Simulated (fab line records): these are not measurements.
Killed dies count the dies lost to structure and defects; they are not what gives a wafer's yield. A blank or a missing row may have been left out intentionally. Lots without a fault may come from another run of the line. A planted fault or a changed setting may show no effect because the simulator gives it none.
fab line records	flow sky130
record: lots: 13	wafers: 39	lastDay: 50
route steps=708 shown VT_ADJUST_HVTR@142 SONOS_ONO@173 POLY_GATE@223 PAD_OPEN@708
lots untouched by any fault: they come from a run of this same line in which no faults occurred
startH: hours from the record's first day to the start of the lot's first wafer shown	waitH: time in hours since the lot's previous step	" as in the row above	L1.1+2: a single row standing in for several wafers	- either no value or no given start	* or withheld: withheld	< > ~ a bound
route shown NAME@n: names a module that has steps shown in the file, with the first one's number in the route	usual: mean/standard deviation taken from wafers without a fault	same: alike in all rows	chamber/n: place in a boat	sites: readings site by site	_std_site: standard deviation of those values	_edge_site: inner sites' mean taken away from outer sites' mean	radiusMm: how far each site lies from the wafer's centre	mask NAME#n: copy n	behind: the most recent tool/chamber to have shaped the wafer	hold: reason for holding the lot/hours on hold/outcome of the hold	device: which transistor (n, p or np) failed to switch	end of line: the route-end tests of the same wafers	where a step has no rows: the recipe by itself	killed: the dies lost at the first sort to structure and to defects; this is not the yield of the wafer	map: per-die view of a wafer (x killed, . not killed, _ where there is no die)
set.NAME: the setting the step ran with; set.NAME@STEP: the setting that earlier step ran with	model.NAME: the simulator's own value behind a step, which no gauge read
route steps across a sampled set of lots; one table per step, one row per wafer
services: the hour from which a tool's chamber was out of use, counted from the record's first day as startH (under 0 if before that day), plus the number of hours and why
== steps ==
step: SKY_VT_ADJUST_HVTR_TW_MEAS_11
usual: VT_ADJUST_HVTR_TW: 212.5/2.6
lot.wafer	tool	chamber	startH	waitH	VT_ADJUST_HVTR_TW
L531.1	filmMetro-01	-	224.05	0.1	216.3
L531.3	"	-	"	"	216.0
L531.5	"	-	"	"	215.2
L533.1	filmMetro-02	-	230.84	0.1	213.7
L533.5	"	-	"	"	213.3
L533.6	"	-	"	"	213.1
L536.2	filmMetro-02	-	250.16	0.1	213.3
L536.5	"	-	"	"	213.6
L536.6	"	-	"	"	213.4
L537.1	filmMetro-02	-	258.40	0.1	212.8
L537.2	"	-	"	"	212.0
L537.5	"	-	"	"	213.0
L543.3	filmMetro-01	-	304.27	0.1	213.6
L543.5	"	-	"	"	214.4
L543.6	"	-	"	"	215.0
L545.1	filmMetro-02	-	337.15	0.1	214.0
L545.3	"	-	"	"	212.1
L545.5	"	-	"	"	214.1
L544.1	filmMetro-01	-	337.35	0.1	214.8
L544.2	"	-	"	"	215.9
L544.4	"	-	"	"	214.3
L546.4	filmMetro-03	-	340.34	0.1	209.0
L546.5	"	-	"	"	209.6
L546.6	"	-	"	"	209.5
L547.1	filmMetro-03	-	349.34	0.1	209.0
L547.3	"	-	"	"	208.4
L547.6	"	-	"	"	208.7
L549.3	filmMetro-03	-	349.96	0.1	207.9
L549.4	"	-	"	"	209.3
L549.6	"	-	"	"	209.1
L551.1	filmMetro-03	-	366.80	0.1	207.1
L551.4	"	-	"	"	207.7
L551.6	"	-	"	"	208.5
L550.1	filmMetro-01	-	367.10	0.1	215.0
L550.2	"	-	"	"	214.6
L550.3	"	-	"	"	214.9
L552.2	filmMetro-02	-	382.96	0.1	214.0
L552.5	"	-	"	"	213.7
L552.6	"	-	"	"	214.1
step: SKY_SONOS_ONO_THK_MEAS_05
recipe: reads: SiO2_of_SONOS_ONO_CVD_04
usual: SONOS_ONO_CVD_04_THK: 5.71/0.087
lot.wafer	tool	chamber	startH	waitH	SONOS_ONO_CVD_04_THK[nm]
L531.1	filmMetro-04	-	273.65	0.0	5.71
L531.3	"	-	"	"	5.55
L531.5	"	-	"	"	5.55
L533.1	filmMetro-01	-	281.81	0.0	5.59
L533.5	"	-	"	"	5.54
L533.6	"	-	"	"	5.55
L536.2	filmMetro-01	-	307.65	0.0	5.74
L536.5	"	-	"	"	5.66
L536.6	"	-	"	"	5.63
L537.1	filmMetro-04	-	313.19	0.0	5.81
L537.2	"	-	"	"	5.85
L537.5	"	-	"	"	5.75
L543.3	filmMetro-01	-	364.10	0.0	5.77
L543.5	"	-	"	"	5.62
L543.6	"	-	"	"	5.82
L545.1	filmMetro-03	-	397.29	0.0	5.72
L545.3	"	-	"	"	5.81
L545.5	"	-	"	"	5.75
L544.1	filmMetro-01	-	398.64	0.0	5.71
L544.2	"	-	"	"	5.70
L544.4	"	-	"	"	5.74
L546.4	filmMetro-04	-	402.86	0.0	5.80
L546.5	"	-	"	"	5.78
L546.6	"	-	"	"	5.73
L547.1	filmMetro-04	-	412.64	0.0	5.71
L547.3	"	-	"	"	5.71
L547.6	"	-	"	"	5.63
L549.3	filmMetro-01	-	412.69	0.0	5.65
L549.4	"	-	"	"	5.68
L549.6	"	-	"	"	5.61
L551.1	filmMetro-03	-	431.08	0.0	5.71
L551.4	"	-	"	"	5.77
L551.6	"	-	"	"	5.76
L550.1	filmMetro-04	-	432.33	0.0	5.60
L550.2	"	-	"	"	5.64
L550.3	"	-	"	"	5.64
L552.2	filmMetro-03	-	449.38	0.0	5.65
L552.5	"	-	"	"	5.65
L552.6	"	-	"	"	5.67
step: SKY_SONOS_ONO_ETCH_15
recipe: targetDepthNm: 19.52	chemistry: CHF3/O2	sourceW: 600	biasW: 200	pressureMtorr: 40	chf3FlowSccm: 50	O2_flow_sccm: 5	timeS: 7.8
usual: drypumpMotorCurrentA: 5.8/0.36	oesProductAu: 1.001/0.009	throttleValvePct: 8.826/0.0094
lot.wafer	tool	chamber	startH	waitH	drypumpMotorCurrentA	oesProductAu	rfHoursCounterH	throttleValvePct
L531.1	rieDiel-03	0	298.89	0.0	5.4	0.994	89	8.831
L531.3	"	1	"	"	5.8	1.001	19	8.795
L531.5	"	0	"	"	5.4	0.989	-	8.818
L533.1	rieDiel-02	2	305.89	0.0	5.8	1.013	62	8.841
L533.5	"	0	"	"	6.1	0.997	-	8.828
L533.6	"	2	"	"	5.8	1.006	-	8.835
L536.2	rieDiel-01	3	334.49	0.0	6.5	0.993	1	8.838
L536.5	"	3	"	"	6.5	0.988	-	8.813
L536.6	"	0	"	"	5.8	1.008	-	8.827
L537.1	rieDiel-03	0	339.59	0.0	5.4	0.994	90	8.814
L537.2	"	2	"	"	5.9	1.001	10	8.828
L537.5	"	0	"	"	5.4	0.986	-	8.827
L543.3	rieDiel-03	1	392.29	0.0	5.8	0.997	21	8.826
L543.5	"	3	"	"	5.8	1.008	-	8.836
L543.6	"	0	"	"	5.4	0.991	-	8.827
L545.1	rieDiel-03	0	427.30	0.0	5.4	0.995	92	8.823
L545.3	"	3	"	"	5.8	1.001	43	8.832
L545.5	"	1	"	"	5.8	1.009	-	8.825
L544.1	rieDiel-02	3	428.90	0.0	5.7	1.003	12	8.829
L544.2	"	1	"	"	4.9	1.009	5	8.834
L544.4	"	0	"	"	6.1	0.992	104	8.827
L546.4	rieDiel-01	2	433.14	0.0	6.2	1.002	76	8.824
L546.5	"	1	"	"	5.3	0.995	-	8.830
L546.6	"	2	"	"	6.2	1.001	-	8.832
L547.1	rieDiel-01	2	442.79	0.0	6.2	1.005	76	8.837
L547.3	"	1	"	"	5.3	0.992	10	8.816
L547.6	"	2	"	"	6.2	1.001	-	8.825
L549.3	rieDiel-03	1	443.49	0.0	5.8	0.994	22	8.829
L549.4	"	0	"	"	5.4	0.993	92	8.812
L549.6	"	1	"	"	5.8	0.996	-	8.822
L551.1	rieDiel-03	3	461.04	0.0	5.8	1.005	43	8.827
L551.4	"	0	"	"	5.4	0.991	92	8.828
L551.6	"	1	"	"	5.8	0.990	-	8.827
L550.1	rieDiel-03	1	463.04	0.0	5.8	0.996	22	8.846
L550.2	"	2	"	"	5.8	1.003	12	8.820
L550.3	"	0	"	"	5.4	0.988	92	8.836
L552.2	rieDiel-01	3	479.95	0.0	6.5	0.990	3	8.826
L552.5	"	1	"	"	5.4	0.990	-	8.824
L552.6	"	2	"	"	6.2	1.008	-	8.822
step: SKY_POLY_GATE_SOFTBAKE_09
recipe: tempC: 100	timeS: 90	resist: KrF-thick
usual: heaterPowerTotalW: 57.36/0.11	plateTempC: 100.01/0.12	resistLineTempC: 23.01/0.1
lot.wafer	tool	chamber	startH	waitH	heaterPowerTotalW	plateTempC	resistLineTempC
L531.1	lithoTrack-04	0	373	-	57.18	100.11	22.88
L531.3	"	0	"	"	57.51	99.90	23.07
L531.5	"	0	"	"	57.43	99.94	22.99
L533.1	lithoTrack-03	0	385	-	57.45	100.09	23.05
L533.5	"	0	"	"	57.49	100.04	22.88
L533.6	"	0	"	"	57.43	100.15	22.98
L536.2	lithoTrack-04	0	413	-	58.28	101.30	22.92
L536.5	"	0	"	"	58.33	101.04	22.94
L536.6	"	0	"	"	58.33	101.18	22.97
L537.1	lithoTrack-04	0	422	-	58.64	101.22	22.96
L537.2	"	0	"	"	58.33	101.49	23.06
L537.5	"	0	"	"	58.22	101.42	23.23
L543.3	lithoTrack-03	0	474	-	57.38	100.04	23.24
L543.5	"	0	"	"	57.40	99.89	23.18
L543.6	"	0	"	"	57.42	100.08	23.11
L545.1	lithoTrack-01	0	510	-	57.37	99.95	22.87
L545.3	"	0	"	"	57.49	100.18	22.85
L545.5	"	0	"	"	57.35	100.05	22.88
L544.1	lithoTrack-04	0	512	-	57.52	99.93	23.01
L544.2	"	0	"	"	57.21	99.73	22.96
L544.4	"	0	"	"	57.19	99.93	23.04
L546.4	lithoTrack-01	0	516	-	57.26	100.12	23.11
L546.5	"	0	"	"	57.22	100.05	22.95
L546.6	"	0	"	"	57.30	99.96	22.84
L549.3	lithoTrack-01	0	527	-	57.46	100.04	23.06
L549.4	"	0	"	"	57.33	99.87	23.01
L549.6	"	0	"	"	57.34	99.99	23.21
L547.1	lithoTrack-01	0	529	-	57.23	99.98	23.08
L547.3	"	0	530	-	57.25	99.89	22.92
L547.6	"	0	"	"	57.28	100.05	23.02
L551.1	lithoTrack-04	0	543	-	57.18	100.06	23.01
L551.4	"	0	"	"	57.53	100.21	23.18
L551.6	"	0	"	"	57.36	100.00	22.99
L550.1	lithoTrack-03	0	545	-	57.27	100.11	23.10
L550.2	"	0	546	-	57.39	100.12	23.09
L550.3	"	0	"	"	57.35	100.29	23.08
L552.2	lithoTrack-04	0	561	-	57.19	100.09	23.09
L552.5	"	0	"	"	57.39	99.91	23.00
L552.6	"	0	"	"	57.53	99.86	23.00
step: SKY_PAD_OPEN_PROBE_99
usual: killed_at_M0_to_M3: 44/6.5	killed_at_M4_up: 3.3/1.9	killedAtContacts: 23/4.7	killedAtFrontEnd: 15/4.5	killedAtOther: 0.2/0.52	killedDies: 86/8.9	killedOpen: 47/6.8	killedShort: 39/6.1
same: grossDies: 492	killedAtBackSide: 0
lot.wafer	tool	chamber	startH	waitH	killed_at_M0_to_M3	killed_at_M4_up	killedAtContacts	killedAtFrontEnd	killedAtOther	killedDies	killedOpen	killedShort
L543.3	prober-01	-	1144.42	0.2	44	5	20	17	0	86	48	38
L543.5	prober-01	-	1144.52	0.2	38	2	13	16	0	69	41	28
L543.6	prober-01	-	1144.57	0.2	37	3	27	10	0	77	45	32
L544.1	prober-01	-	1166.10	0.1	42	5	22	13	0	82	50	32
L544.2	prober-01	-	1166.15	0.1	32	3	27	14	0	76	41	35
L544.4	prober-01	-	1166.25	0.2	34	4	29	12	0	79	42	37
killed by level:class
L543.3 VIA3:geometricParticle:open=9 VIA2:geometricParticle:open=9 VIA1:geometricParticle:open=8 FIELD_ISO:geometricParticle:short=6 CONTACT:geometricParticle:open=6 METAL1:geometricParticle:short=6 LOCAL_INTERCONNECT:geometricParticle:short=4 LI_CONTACT:geometricParticle:short=4
L543.5 VIA1:geometricParticle:open=10 VIA2:geometricParticle:open=6 FIELD_ISO:geometricParticle:short=5 LI_CONTACT:geometricParticle:open=4 CONTACT:geometricParticle:open=4 METAL1:geometricParticle:open=4 VIA2:geometricParticle:short=4 FIELD_ISO:geometricParticle:open=3
L543.6 VIA2:geometricParticle:open=8 LI_CONTACT:geometricParticle:open=8 CONTACT:geometricParticle:open=8 CONTACT:geometricParticle:short=6 VIA1:geometricParticle:open=5 FIELD_ISO:geometricParticle:open=4 VIA3:geometricParticle:open=4 METAL2:geometricParticle:short=4
L544.1 CONTACT:geometricParticle:open=9 VIA1:geometricParticle:open=8 POLY_GATE:geometricParticle:open=7 LI_CONTACT:geometricParticle:open=7 METAL2:geometricParticle:short=7 METAL1:geometricParticle:short=6 VIA3:geometricParticle:open=6 VIA2:geometricParticle:open=5
L544.2 CONTACT:geometricParticle:open=9 VIA1:geometricParticle:open=8 LI_CONTACT:geometricParticle:open=7 METAL2:geometricParticle:short=6 LOCAL_INTERCONNECT:geometricParticle:short=5 VIA3:geometricParticle:open=5 POLY_GATE:geometricParticle:short=4 SPACER:geometricParticle:open=4
L544.4 CONTACT:geometricParticle:open=14 VIA1:geometricParticle:open=8 LI_CONTACT:geometricParticle:open=5 METAL2:geometricParticle:short=5 CONTACT:geometricParticle:short=4 METAL1:geometricParticle:short=4 VIA1:geometricParticle:short=4 VIA2:geometricParticle:open=4
== services ==
tool	chamber	startH	hours	kind
rieDiel-02	-	279.61	0.6	repair
rieDiel-02	3	285.59	49.4	repair
rieDiel-03	2	290.60	9.4	repair
rieDiel-01	1	307.49	2.4	repair
rieDiel-03	3	311.95	14.6	repair
rieDiel-01	3	355.90	71.0	repair
rieDiel-01	-	363.74	0.4	repair
rieDiel-01	1	391.64	3.4	repair
rieDiel-02	3	400.96	10.3	repair
rieDiel-01	-	420.43	2.2	repair
rieDiel-02	0	437.97	-	clean
rieDiel-02	0	437.97	16.1	scheduledDown
rieDiel-02	0	437.97	16.1	ventCycle
rieDiel-02	1	457.12	8.0	repair
rieDiel-03	0	490.22	-	clean
rieDiel-03	0	490.22	17.6	scheduledDown
rieDiel-03	0	490.22	17.6	ventCycle
rieDiel-01	-	495.49	2.0	repair
rieDiel-02	2	500.66	5.9	repair
rieDiel-01	-	516.79	2.8	pm
rieDiel-03	-	544.25	14.6	pm
rieDiel-01	2	561.23	-	clean
rieDiel-01	2	561.23	24.0	scheduledDown
rieDiel-01	2	561.23	24.0	ventCycle
== key ==
firstSign: step: SKY_POLY_GATE_SOFTBAKE_09	reading: plateTempC	direction: up	sigmas: 11	usual: *	struck: *
effect: step: SKY_POLY_GATE_SOFTBAKE_09	reading: heaterPowerTotalW	direction: up	sigmas: 8.8	usual: *	struck: *
metAt SKY_POLY_GATE_SOFTBAKE_09
struckLots L536,L537
testerLeftOut L536,L537
notActingAt SKY_VT_ADJUST_HVTR_TW_MEAS_11,SKY_SONOS_ONO_THK_MEAS_05,SKY_SONOS_ONO_ETCH_15
onsetBetween 373 413
fault: kind: processParameterDrift	tool: lithoTrack-04	chamber: -	onsetH: 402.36	steps: SKY_POLY_GATE_SOFTBAKE_09	channel: tempC	offset: *	shape: step	endH: 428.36	actsIn: *	stated: *
testerLeftOut: of these lots the tester's yield and bins aren't shown, on N5 and GAA mostly nor the transistor test; their killed dies are dies lost to structure and defects alone, not to doping, threshold or leakage, so they don't give the yield
